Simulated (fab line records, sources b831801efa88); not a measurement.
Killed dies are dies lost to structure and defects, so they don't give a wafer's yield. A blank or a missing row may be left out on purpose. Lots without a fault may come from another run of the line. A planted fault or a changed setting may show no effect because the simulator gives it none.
A struck lot beside a sound one | flow sfq_line | 29 steps out of a route of 325
Sound: wafers L164.2, L164.3, L164.4. Struck: wafers L156.2, L156.5, L156.6. The cause comes at the end.
At each step with rows: each side's tool, then ch and its chambers, then its first start. Under that, the readings that differ: sound wafers | struck wafers | difference of the means | sigmas: that difference in standard deviations of wafers without a fault.
alike: readings whose means differ by less than 2 such deviations, and words and numbers that are the same on both sides. not compared: withheld readings, readings that some wafer has no value for, bounds like >300 that may hide the same value, and numbers for which the record gives no deviation and whose values overlap.
The two part at a step that has a row with sigmas, a row that says differs or no value, or rows on one side only. Numbers that don't overlap but have no deviation are shown without sigmas and don't part them. A reading that every wafer of one side lacks parts them only if that side has two wafers or more.

first, 2 steps without rows for these wafers: SFQ_TRILAYER_I0_VIA_STRIP_SOLV_CLEAN_036 (cleans in NMP, time 600 s); SFQ_TRILAYER_M1_DEP_PRE_CLEAN_038 (time 22.5 s).
SFQ_TRILAYER_M1_DEP_SPUTTER_037: material Nb, target thk 200 nm, time 133.3 s.
  sound on pvd_sputter-06, day 24 18:24; struck on pvd_sputter-05, day 22 03:38
  alike: substrate_temp_c, throttle_valve_pct
SFQ_M1_RS_MEAS_909: measures by four-point-probe.
  sound on film_metro-02, day 24 18:31; struck on film_metro-03, day 22 03:44
  alike: M1_NB_RS
then, 6 steps without rows for these wafers: SFQ_TRILAYER_M1_LITHO_COAT_044 (resist thk 62 nm); SFQ_TRILAYER_M1_LITHO_COAT_039 (resist thk 600 nm); SFQ_TRILAYER_M1_LITHO_SOFTBAKE_043; SFQ_TRILAYER_M1_LITHO_EXPOSE_040 (exposes mask M1, target cd 500 nm); SFQ_TRILAYER_M1_LITHO_PEB_042 (peb time 60 s); SFQ_TRILAYER_M1_LITHO_DEVELOP_041 (time 60 s).
-- the record jumps here: 7 days lie between the struck wafers' starts before and after --
SFQ_M1_OVL_MEAS_911:
  sound on overlay-02, day 31 10:35; struck on overlay-01, day 28 22:53
  alike: M1_OVL
SFQ_TRILAYER_M1_BARC_OPEN_METAL_ETCH_054: etches BARC in O2, target depth 125 nm, time 41.7 s.
  sound on rie_metal-02 ch 0,1, day 31 10:37; struck on rie_metal-02 ch 0,1, day 28 22:55
  no value came back on the struck wafers for bias_w (W), chamber_pressure_mTorr (mTorr), drypump_motor_current_A (A), oes_product_au (a.u.); on the sound wafers bias_w (W) reads 80.01 80.06 79.90
  reading                                             | sound             | struck            | difference | sigmas
  model.KrF_of_TRILAYER_M1_LITHO_COAT_039.thk_nm (nm) | 524.4 525.9 523.2 | 575.2 574.9 576.2 | +50.9      |
  not compared: rf_hours_counter_h
SFQ_TRILAYER_M1_ETCH_METAL_ETCH_042: etches Nb in Cl2/Ar, stops on SiO2, target depth 240 nm, time 120 s.
  sound on rie_metal-02 ch 0,1, day 31 10:40; struck on rie_metal-02 ch 0,1, day 28 22:58
  reading                                             | sound             | struck            | difference | sigmas
  oes_product_au (a.u.)                               | 0.890 0.879 0.882 | 0.382 0.365 0.386 | -0.506     | -65
  model.KrF_of_TRILAYER_M1_LITHO_COAT_039.thk_nm (nm) | 381.6 385.2 380   | 436.3 435.2 437.6 | +54.1      |
  alike: bias_w, chamber_pressure_mTorr, drypump_motor_current_A
  not compared: rf_hours_counter_h
SFQ_TRILAYER_M1_STRIP_STRIP_043: strips in O2.
  sound on rie_metal-02 ch 0,1, day 31 10:47; struck on rie_metal-02 ch 0,1, day 28 23:06
  alike: drypump_motor_current_A, oes_product_au
  not compared: rf_hours_counter_h
then, 1 step without rows for these wafers: SFQ_TRILAYER_M1_STRIP_SOLV_CLEAN_044 (cleans in NMP, time 600 s).
SFQ_TRILAYER_I1_DEP_PECVD_045: deposits SiO2 from SiH4/N2O, time 111.11 s, target thk 500 nm.
  sound on pecvd-02 ch 1,2, day 31 11:34; struck on pecvd-03 ch 0,1,2, day 28 23:52
  alike: heater_power_outer_w, heater_power_w, throttle_valve_pct
  not compared: since_wet_clean_h
then, 1 step without rows for these wafers: SFQ_TRILAYER_I1_CMP_CMP_046 (polishes SiO2).
SFQ_I1_BOW_MEAS_912:
  sound on film_metro-02, day 32 05:16; struck on film_metro-01, day 29 03:10
  alike: I1_BOW
SFQ_TRILAYER_I1_METRO_MEASURE_047:
  sound on film_metro-02, day 32 05:34; struck on film_metro-01, day 29 03:28
  alike: thk_nm
then, 3 steps without rows for these wafers: SFQ_TRILAYER_I1_VIA_LITHO_COAT_054 (resist thk 62 nm); SFQ_TRILAYER_I1_VIA_LITHO_COAT_049 (resist thk 650 nm); SFQ_TRILAYER_I1_VIA_LITHO_SOFTBAKE_053.
-- the record jumps here: 5 days lie between the struck wafers' starts before and after --
SFQ_TRILAYER_I1_VIA_LITHO_EXPOSE_050: exposes mask I1, target cd 500 nm.
  sound on krf_scanner-02 ch 0, day 37 12:03; struck on krf_scanner-01, day 34 05:46
  no value came back on the struck wafers for exposure_dose_mJ_cm2, focus_offset_nm (nm), sigma_outer; on the sound wafers exposure_dose_mJ_cm2 reads 21.708 21.721 21.745
  alike: mask
then, 2 steps without rows for these wafers: SFQ_TRILAYER_I1_VIA_LITHO_PEB_052 (peb time 60 s); SFQ_TRILAYER_I1_VIA_LITHO_DEVELOP_051 (time 60 s).
SFQ_I1_OVL_MEAS_913:
  sound on overlay-01, day 37 13:22; struck on overlay-01, day 34 07:05
  reading     | sound | struck | difference                    | sigmas
  I1_OVL (nm) | 4 9 6 | - - -  | no value on the struck wafers |
then, 1 step without rows for these wafers: SFQ_TRILAYER_I1_VIA_BARC_OPEN_VIA_ETCH_071 (etches BARC in O2, target depth 125 nm, time 41.7 s).
SFQ_TRILAYER_I1_VIA_ETCH_VIA_ETCH_052: etches SiO2 in CHF3, stops on Nb, target depth 260 nm.
  sound on rie_diel-02 ch 0,1,3, day 37 13:26; struck on rie_diel-01 ch 1,2,3, day 34 07:09
  reading               | sound             | struck            | difference | sigmas
  oes_product_au (a.u.) | 0.850 0.842 0.859 | 0.367 0.376 0.378 | -0.477     | -93
  alike: bias_w, chamber_pressure_mTorr, drypump_motor_current_A
  not compared: model.I1.cd_nm
SFQ_TRILAYER_I1_VIA_STRIP_STRIP_053: strips in O2.
  sound on rie_metal-03 ch 0,1, day 37 13:32; struck on rie_metal-01 ch 0,1, day 34 07:16
  alike: drypump_motor_current_A, oes_product_au
  not compared: rf_hours_counter_h

WHERE THEY PART
First at SFQ_TRILAYER_M1_BARC_OPEN_METAL_ETCH_054; last, within this record, at SFQ_TRILAYER_I1_VIA_ETCH_VIA_ETCH_052. Later steps at which nothing parts them and some readings are alike: SFQ_TRILAYER_I1_VIA_STRIP_STRIP_053.

WHY: what the simulator had put in
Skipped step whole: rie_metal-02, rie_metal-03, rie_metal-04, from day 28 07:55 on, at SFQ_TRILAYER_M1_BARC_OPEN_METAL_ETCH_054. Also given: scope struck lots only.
